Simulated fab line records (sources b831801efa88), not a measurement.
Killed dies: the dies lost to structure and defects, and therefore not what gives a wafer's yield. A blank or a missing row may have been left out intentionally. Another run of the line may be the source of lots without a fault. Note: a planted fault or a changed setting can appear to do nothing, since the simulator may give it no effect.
Which of the tools did it? -- flow gf180mcu -- 24 lots, 72 wafers sampled, at 5 steps of a route of 602

== WHAT THE GAUGES READ, wafer by wafer ==
GF_V4_OVL_MEAS_15. Usual: V4_OVL gives 0 nm (standard deviation 5.7).
lot,measured,on,V4_OVL (nm),flag
L074,day 24 10:23,overlay-01,-12 -12 -19,
L075,day 24 12:09,overlay-02,9 9 10,
L076,day 24 20:26,overlay-02,0 -2 4,
L077,day 25 13:14,overlay-02,5 -5 0,
L078,day 25 13:35,overlay-02,0 2 -2,
L079,day 25 20:33,overlay-02,-9 0 0,
L080,day 26 10:35,overlay-01,9 9 6,
L081,day 26 13:06,overlay-02,0 -1 -2,
L082,day 26 20:14,overlay-02,-1 -1 2,
L083,day 27 03:38,overlay-02,-4 -6 4,
L084,day 27 13:00,overlay-01,-8 7 -7,
L085,day 27 22:41,overlay-02,-3 10 -2,
L086,day 28 01:39,overlay-01,10 -2 7,
L087,day 28 20:03,overlay-01,-8 5 -3,
L088,day 29 01:09,overlay-02,-2 0 0,
L089,day 29 06:38,overlay-02,6 -2 3,
L090,day 29 13:48,overlay-02,2 -2 0,
L091,day 29 18:13,overlay-01,-2 -6 -5,
L092,day 30 02:44,overlay-02,6 1 6,
L093,day 30 12:47,overlay-01,1 -4 -4,
L094,day 30 13:30,overlay-02,-1 4 2,
L095,day 30 18:30,overlay-01,6 4 10,
L096,day 31 10:11,overlay-02,3 7 9,
L097,day 31 13:27,overlay-02,-8 4 -4,

== WHICH TOOL RAN EACH LOT (tool, then ch and the chambers of the sampled wafers, then the start) ==
lot,GF_V3_SPUTTER_22,GF_M4_SPUTTER_00,GF_M4_SPUTTER_01,GF_M4_SPUTTER_03
L074,"pvd sputter-02, day 22 10:37","pvd sputter-04, day 22 11:15","pvd sputter-04, day 22 11:21","pvd sputter-04, day 22 11:25"
L075,"pvd sputter-03, day 22 12:26","pvd sputter-04, day 22 13:04","pvd sputter-04, day 22 13:10","pvd sputter-04, day 22 13:14"
L076,"pvd sputter-03, day 22 22:05","pvd sputter-01, day 22 22:43","pvd sputter-01, day 22 22:49","pvd sputter-01, day 22 22:53"
L077,"pvd sputter-03, day 23 14:47","pvd sputter-01, day 23 15:25","pvd sputter-01, day 23 15:31","pvd sputter-01, day 23 15:35"
L078,"pvd sputter-04, day 23 15:45","pvd sputter-03, day 23 16:23","pvd sputter-03, day 23 16:29","pvd sputter-03, day 23 16:32"
L079,"pvd sputter-04, day 23 23:35","pvd sputter-03, day 24 00:13","pvd sputter-03, day 24 00:19","pvd sputter-03, day 24 00:22"
L080,"pvd sputter-04, day 24 13:35","pvd sputter-03, day 24 14:13","pvd sputter-03, day 24 14:19","pvd sputter-03, day 24 14:23"
L081,"pvd sputter-03, day 24 16:34","pvd sputter-01, day 24 17:11","pvd sputter-01, day 24 17:17","pvd sputter-01, day 24 17:21"
L082,"pvd sputter-03, day 25 00:34","pvd sputter-04, day 25 01:13","pvd sputter-04, day 25 01:19","pvd sputter-04, day 25 01:22"
L083,"pvd sputter-04, day 25 07:25","pvd sputter-01, day 25 08:04","pvd sputter-01, day 25 08:10","pvd sputter-01, day 25 08:13"
L084,"pvd sputter-02, day 25 17:09","pvd sputter-03, day 25 17:47","pvd sputter-03, day 25 17:53","pvd sputter-03, day 25 17:56"
L085,"pvd sputter-02, day 26 03:40","pvd sputter-01, day 26 04:17","pvd sputter-01, day 26 04:23","pvd sputter-01, day 26 04:27"
L086,"pvd sputter-02, day 26 06:46","pvd sputter-01, day 26 07:23","pvd sputter-01, day 26 07:29","pvd sputter-01, day 26 07:33"
L087,"pvd sputter-02, day 27 03:09","pvd sputter-04, day 27 03:47","pvd sputter-04, day 27 03:53","pvd sputter-04, day 27 03:56"
L088,"pvd sputter-04, day 27 06:43","pvd sputter-03, day 27 07:21","pvd sputter-03, day 27 07:28","pvd sputter-03, day 27 07:31"
L089,"pvd sputter-03, day 27 13:08","pvd sputter-03, day 27 13:46","pvd sputter-03, day 27 13:53","pvd sputter-03, day 27 13:56"
L090,"pvd sputter-04, day 27 22:29","pvd sputter-04, day 27 23:07","pvd sputter-04, day 27 23:13","pvd sputter-04, day 27 23:17"
L091,"pvd sputter-03, day 28 01:46","pvd sputter-04, day 28 02:25","pvd sputter-04, day 28 02:31","pvd sputter-04, day 28 02:34"
L092,"pvd sputter-04, day 28 09:30","pvd sputter-01, day 28 10:08","pvd sputter-01, day 28 10:14","pvd sputter-01, day 28 10:17"
L093,"pvd sputter-03, day 28 20:13","pvd sputter-04, day 28 20:50","pvd sputter-04, day 28 20:56","pvd sputter-04, day 28 21:00"
L094,"pvd sputter-03, day 28 21:46","pvd sputter-04, day 28 22:28","pvd sputter-04, day 28 22:34","pvd sputter-04, day 28 22:38"
L095,"pvd sputter-02, day 29 03:10","pvd sputter-03, day 29 03:50","pvd sputter-03, day 29 03:56","pvd sputter-03, day 29 03:59"
L096,"pvd sputter-03, day 29 20:23","pvd sputter-04, day 29 21:01","pvd sputter-04, day 29 21:07","pvd sputter-04, day 29 21:10"
L097,"pvd sputter-03, day 29 23:47","pvd sputter-04, day 30 00:25","pvd sputter-04, day 30 00:31","pvd sputter-04, day 30 00:35"
- GF_V3_SPUTTER_22: material TiN, target thk 10 nm, time 40 s.
- GF_M4_SPUTTER_00: material Ti, target thk 37.5 nm, time 150 s.
- GF_M4_SPUTTER_01: material TiN, target thk 30 nm, time 25 s.
- GF_M4_SPUTTER_03: material Ti, target thk 10 nm, time 6.7 s.

== WHAT THE TOOLS THEMSELVES READ (means of the sampled wafers that have a number; where no wafer has one, the mark that the record gives instead) ==
GF_V3_SPUTTER_22. Usual: throttle valve pct reads 29.4 % (standard deviation 0.73).
lot,tool,throttle valve pct (%),flag
L074,pvd sputter-02,30.0,
L075,pvd sputter-03,29.1,
L076,pvd sputter-03,29.0,
L077,pvd sputter-03,29.2,
L078,pvd sputter-04,29.7,
L079,pvd sputter-04,28.8,
L080,pvd sputter-04,30.2,
L081,pvd sputter-03,29.1,
L082,pvd sputter-03,29.2,
L083,pvd sputter-04,28.8,
L084,pvd sputter-02,30.2,
L085,pvd sputter-02,30.2,
L086,pvd sputter-02,29.6,
L087,pvd sputter-02,30.0,
L088,pvd sputter-04,29.7,
L089,pvd sputter-03,29.4,
L090,pvd sputter-04,29.4,
L091,pvd sputter-03,29.1,
L092,pvd sputter-04,30.1,
L093,pvd sputter-03,29.0,
L094,pvd sputter-03,29.2,
L095,pvd sputter-02,30.4,
L096,pvd sputter-03,29.2,
L097,pvd sputter-03,29.2,

GF_M4_SPUTTER_00. Usual: throttle valve pct reads 29.4 % (standard deviation 0.86).
lot,tool,throttle valve pct (%),flag
L074,pvd sputter-04,29.6,
L075,pvd sputter-04,28.4,
L076,pvd sputter-01,30.0,
L077,pvd sputter-01,29.9,
L078,pvd sputter-03,29.2,
L079,pvd sputter-03,29.1,
L080,pvd sputter-03,29.0,
L081,pvd sputter-01,29.8,
L082,pvd sputter-04,29.5,
L083,pvd sputter-01,30.3,
L084,pvd sputter-03,29.1,
L085,pvd sputter-01,29.9,
L086,pvd sputter-01,29.9,
L087,pvd sputter-04,29.3,
L088,pvd sputter-03,29.2,
L089,pvd sputter-03,29.0,
L090,pvd sputter-04,29.5,
L091,pvd sputter-04,30.1,
L092,pvd sputter-01,30.5,
L093,pvd sputter-04,29.7,
L094,pvd sputter-04,28.6,
L095,pvd sputter-03,29.3,
L096,pvd sputter-04,29.5,
L097,pvd sputter-04,29.7,

GF_M4_SPUTTER_01. Usual: throttle valve pct reads 29.4 % (standard deviation 0.88).
lot,tool,throttle valve pct (%),flag
L074,pvd sputter-04,29.7,
L075,pvd sputter-04,28.5,
L076,pvd sputter-01,30.1,
L077,pvd sputter-01,30.0,
L078,pvd sputter-03,29.3,
L079,pvd sputter-03,29.3,
L080,pvd sputter-03,28.9,
L081,pvd sputter-01,29.8,
L082,pvd sputter-04,29.4,
L083,pvd sputter-01,30.5,
L084,pvd sputter-03,28.8,
L085,pvd sputter-01,29.7,
L086,pvd sputter-01,30.0,
L087,pvd sputter-04,29.4,
L088,pvd sputter-03,29.1,
L089,pvd sputter-03,28.9,
L090,pvd sputter-04,29.5,
L091,pvd sputter-04,30.2,
L092,pvd sputter-01,30.5,
L093,pvd sputter-04,29.6,
L094,pvd sputter-04,28.6,
L095,pvd sputter-03,29.4,
L096,pvd sputter-04,29.3,
L097,pvd sputter-04,29.7,

GF_M4_SPUTTER_03. Usual: throttle valve pct reads 29.4 % (standard deviation 0.86).
lot,tool,throttle valve pct (%),flag
L074,pvd sputter-04,29.5,
L075,pvd sputter-04,28.6,
L076,pvd sputter-01,29.9,
L077,pvd sputter-01,29.9,
L078,pvd sputter-03,29.3,
L079,pvd sputter-03,29.1,
L080,pvd sputter-03,29.0,
L081,pvd sputter-01,29.8,
L082,pvd sputter-04,29.4,
L083,pvd sputter-01,30.7,
L084,pvd sputter-03,28.9,
L085,pvd sputter-01,29.8,
L086,pvd sputter-01,30.0,
L087,pvd sputter-04,29.5,
L088,pvd sputter-03,28.9,
L089,pvd sputter-03,29.0,
L090,pvd sputter-04,29.7,
L091,pvd sputter-04,30.1,
L092,pvd sputter-01,30.6,
L093,pvd sputter-04,29.6,
L094,pvd sputter-04,28.6,
L095,pvd sputter-03,29.4,
L096,pvd sputter-04,29.5,
L097,pvd sputter-04,29.5,

== THE ANSWER, worked out from the rows above alone ==
Rule: a lot is off if the mean of its wafers that have a number lies more than 3 standard deviations from the usual mean. A lot without any number at a reading at which 4 lots or more have one is off too. All remaining lots with rows at the step are treated as sound. After the gauges, taken in route order, come the tools' own readings; for these a lot's mean is taken, as printed above. The first step at which some lot is off is used, and at that step the reading that is off furthest; a lot without a number counts as furthest.
Across all readings shown, no lot is off: no conclusion can be drawn from this.

== WHAT THE SIMULATOR HAD PUT IN ==
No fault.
